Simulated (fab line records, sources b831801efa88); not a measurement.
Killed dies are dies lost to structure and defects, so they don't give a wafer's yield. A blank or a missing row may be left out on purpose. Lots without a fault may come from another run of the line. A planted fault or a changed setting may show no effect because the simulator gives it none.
Which tool did it? | flow gf180mcu | 11 lots, 33 wafers sampled, at 4 steps of a route of 602

WHAT THE GAUGES READ, wafer by wafer
GF_MIM_RS_MEAS_10: measures by four-point-probe.
lot  | measured     | on            | MIM_ALCU_RS (ohm/sq)
L405 | day 24 10:32 | film_metro-04 | 0.1592 0.1580 0.1574
L406 | day 24 22:09 | film_metro-03 | 0.1593 0.1579 0.1572
L412 | day 26 18:20 | film_metro-01 | 0.1590 0.1228 0.1583
L413 | day 27 12:05 | film_metro-04 | 0.1606 0.1240 0.1242
L421 | day 29 12:08 | film_metro-04 | 0.1622 0.1635 0.1628
L422 | day 29 17:24 | film_metro-04 | 0.1586 0.1582 0.1568
L423 | day 30 03:01 | film_metro-01 | 0.1583 0.1592 0.1575
L424 | day 30 12:29 | film_metro-03 | 0.1602 0.1593 0.1599
L425 | day 30 18:11 | film_metro-04 | 0.1589 0.1588 0.1600
L426 | day 30 22:50 | film_metro-03 | 0.1578 0.1585 0.1600
L427 | day 31 03:17 | film_metro-01 | 0.1594 0.1606 0.1603

WHICH TOOL RAN EACH LOT (tool, then ch and the chambers of the sampled wafers, then the start)
lot  | GF_V4_CMP_04                  | GF_MIM_CVD_05                   | GF_MIM_SPUTTER_08
L405 | cmp-01 ch 0,2,3, day 23 09:23 | pecvd-01 ch 0,1,2, day 24 10:20 | pvd_sputter-03, day 24 10:29
L406 | cmp-01 ch 0,1,2, day 23 21:32 | pecvd-04 ch 1,2, day 24 21:55   | pvd_sputter-03, day 24 22:04
L412 | cmp-02 ch 1,2, day 25 19:27   | pecvd-01 ch 1,2, day 26 18:09   | pvd_sputter-02, day 26 18:17
L413 | cmp-02 ch 0,1,3, day 26 14:26 | pecvd-04 ch 0,1,2, day 27 11:53 | pvd_sputter-02, day 27 12:01
L421 | cmp-02 ch 0,1,3, day 28 14:29 | pecvd-04 ch 0,1, day 29 11:55   | pvd_sputter-01, day 29 12:03
L422 | cmp-01 ch 0,1,3, day 28 19:23 | pecvd-04 ch 0,2, day 29 17:11   | pvd_sputter-01, day 29 17:19
L423 | cmp-01 ch 0,1,2, day 29 04:49 | pecvd-04 ch 0,1,2, day 30 02:46 | pvd_sputter-02, day 30 02:55
L424 | cmp-01 ch 0,1, day 29 14:50   | pecvd-03 ch 0,2, day 30 12:16   | pvd_sputter-03, day 30 12:24
L425 | cmp-02 ch 0,1,3, day 29 21:20 | pecvd-01 ch 0,1,2, day 30 18:00 | pvd_sputter-03, day 30 18:08
L426 | cmp-02 ch 0,2, day 30 02:50   | pecvd-03 ch 0,1,2, day 30 22:38 | pvd_sputter-03, day 30 22:47
L427 | cmp-01 ch 1,3, day 30 07:25   | pecvd-01 ch 0,2, day 31 03:05   | pvd_sputter-02, day 31 03:14
- GF_V4_CMP_04: polishes SiO2.
- GF_MIM_CVD_05: deposits Si3N4, target thk 42 nm, time 29.086 s.
- GF_MIM_SPUTTER_08: material AlCu, target thk 200 nm, time 10.6 s.

THE ANSWER, worked out from the rows above alone
Rule: what is usual is taken from the lots themselves. Put in order of their means at a reading, lots are off if they are a third of the lots or fewer, leave a main group of 4 or more, and stand apart from it by a gap of 3 or more times the standard deviation of the main group's means; of several such gaps the widest counts. A main group whose means are all the same, to the digits that the tables above print for the reading, isn't used. A lot without any number at a reading at which 4 lots or more have one is off too. The other lots that the step has rows for count as sound.
Off: L412, L413, at GF_MIM_RS_MEAS_10 (MIM_ALCU_RS). The main group: mean 0.1593 ohm/sq, standard deviation 0.0015.
A tool fits if, at a process step before that reading, it ran every lot that is off, and no sound lot after the first of them. The gauges at GF_MIM_RS_MEAS_10 are tried like those tools. None of those tried fits.

WHAT THE SIMULATOR HAD PUT IN
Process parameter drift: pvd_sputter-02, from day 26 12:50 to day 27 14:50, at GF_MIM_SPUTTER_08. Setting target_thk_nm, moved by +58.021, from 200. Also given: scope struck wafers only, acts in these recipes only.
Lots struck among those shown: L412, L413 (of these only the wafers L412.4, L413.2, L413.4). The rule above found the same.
